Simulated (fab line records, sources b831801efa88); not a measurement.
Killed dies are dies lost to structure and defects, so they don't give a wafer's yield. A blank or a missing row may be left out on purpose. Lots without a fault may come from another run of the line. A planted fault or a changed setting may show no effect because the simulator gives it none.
A struck lot beside a sound one | flow gf180mcu | 27 steps out of a route of 602
Sound: wafers L537.1, L537.2, L537.4. Struck: wafers L538.3, L538.4, L538.5. The cause comes at the end.
At each step with rows: each side's tool, then ch and its chambers, then its first start. Under that, the readings that differ: sound wafers | struck wafers | difference of the means | sigmas: that difference in standard deviations of wafers without a fault.
alike: readings whose means differ by less than 2 such deviations, and words and numbers that are the same on both sides. not compared: withheld readings, readings that some wafer has no value for, bounds like >300 that may hide the same value, and numbers for which the record gives no deviation and whose values overlap.
The two part at a step that has a row with sigmas, a row that says differs or no value, or rows on one side only. Numbers that don't overlap but have no deviation are shown without sigmas and don't part them. A reading that every wafer of one side lacks parts them only if that side has two wafers or more.

first, 5 steps without rows for these wafers: GF_V3_ETCH_16 (etches BARC in N2/H2); GF_V3_ETCH_17 (etches SiO2 in C4F8/O2/Ar, stops on TiN, target depth 635 nm); GF_V3_STRIP_18 (strips in O2/N2); GF_V3_STRIP_19 (strips in post etch residue remover, time 1200 s); GF_V3_CLEAN_20 (cleans in DIW).
GF_V3_SPUTTER_21: material Ti, target thk 15 nm, time 80.02 s.
  sound on pvd_sputter-04, day 23 19:43; struck on pvd_sputter-04, day 24 03:58
  alike: cathode_dc_power_W, chamber_pressure_pa, throttle_valve_pct
then, 2 steps without rows for these wafers: GF_V3_SPUTTER_22 (material TiN, target thk 10 nm, time 40 s); GF_V3_CVD_23 (deposits W, target thk 350 nm, time 104.9 s).
GF_V3_RS_MEAS_24: measures by four-point-probe.
  sound on film_metro-01, day 23 19:56; struck on film_metro-02, day 24 04:13
  alike: V3_W_RS
GF_V3_THK_MEAS_25: measures by xrf.
  sound on film_metro-01, day 23 20:03; struck on film_metro-02, day 24 04:19
  alike: V3_W_THK
GF_V3_CMP_26: polishes, stops on SiO2, t overpolish 15 s, target thk 0 nm.
  sound on cmp-02 ch 0,1,2, day 23 20:07; struck on cmp-01 ch 1,3, day 24 04:22
  alike: motor_current_A, overpolish_run_s, retaining_ring_pressure_frac, time_to_endpoint_s
GF_M4_SPUTTER_00: material Ti, target thk 37.5 nm, time 150 s.
  sound on pvd_sputter-02, day 23 20:25; struck on pvd_sputter-01, day 24 04:40
  alike: cathode_dc_power_W, chamber_pressure_pa, throttle_valve_pct
GF_M4_SPUTTER_01: material TiN, target thk 30 nm, time 25 s.
  sound on pvd_sputter-02, day 23 20:31; struck on pvd_sputter-01, day 24 04:46
  no value came back on the struck wafers for cathode_dc_power_W (W), chamber_pressure_pa (Pa), throttle_valve_pct (%); on the sound wafers cathode_dc_power_W (W) reads 6499.0 6501.0 6498.6
GF_M4_SPUTTER_02: material AlCu, target thk 450 nm, time 23.9 s.
  sound on pvd_sputter-02, day 23 20:32; struck on pvd_sputter-01, day 24 04:47
  alike: cathode_dc_power_W, chamber_pressure_pa, throttle_valve_pct
then, 9 steps without rows for these wafers: GF_M4_SPUTTER_03 (material Ti, target thk 10 nm, time 6.7 s); GF_M4_SPUTTER_04 (material TiN, target thk 50 nm, time 41.7 s); GF_M4_DEHYDRATE_07 (time 60 s); GF_M4_HMDS_08 (prime time 60 s); GF_M4_COAT_09 (resist thk 1000 nm); GF_M4_SOFTBAKE_10 (time 60 s); GF_M4_EXPOSE_11 (exposes mask Metal4, target cd 280 nm); GF_M4_PEB_12 (peb time 90 s); GF_M4_DEVELOP_13 (develop time 60 s).
GF_M4_CD_MEAS_14: target cd 280 nm.
  sound on cd_sem-02, day 24 18:14; struck on cd_sem-01, day 25 02:08
  reading    | sound             | struck            | difference | sigmas
  cd_nm (nm) | 280.6 280.9 281.2 | 276.9 277.6 277.2 | -3.7       | -3
GF_M4_OVL_MEAS_15:
  sound on overlay-02, day 24 18:22; struck on overlay-01, day 25 02:14
  alike: M4_OVL
GF_M4_METAL_ETCH_16: etches the open film in Cl2/BCl3, stops on SiO2, target depth 627.5 nm, time 104.6 s.
  sound on rie_metal-01 ch 0,1, day 24 18:23; struck on rie_metal-04 ch 0,1, day 25 02:18
  reading                | sound                | struck               | difference | sigmas
  oes_product_au (a.u.)  | 0.958 0.974 0.972    | 0.934 0.948 0.938    | -0.028     | -5
  throttle_valve_pct (%) | 28.257 28.245 28.257 | 28.296 28.281 28.282 | +0.033     | +3
  alike: drypump_motor_current_A, he_backside_leak_sccm
  not compared: rf_hours_counter_h
GF_M4_STRIP_17: strips in O2/N2.
  sound on plasma_asher-04 ch 0,1, day 24 18:30; struck on plasma_asher-01 ch 0,1, day 25 02:24
  alike: drypump_motor_current_A, heater_power_w, oes_product_au, strip_time_to_endpoint_s
  not compared: rf_hours_counter_h

WHERE THEY PART
First at GF_M4_SPUTTER_01; last, within this record, at GF_M4_METAL_ETCH_16. Later steps at which nothing parts them and some readings are alike: GF_M4_STRIP_17.

WHY: what the simulator had put in
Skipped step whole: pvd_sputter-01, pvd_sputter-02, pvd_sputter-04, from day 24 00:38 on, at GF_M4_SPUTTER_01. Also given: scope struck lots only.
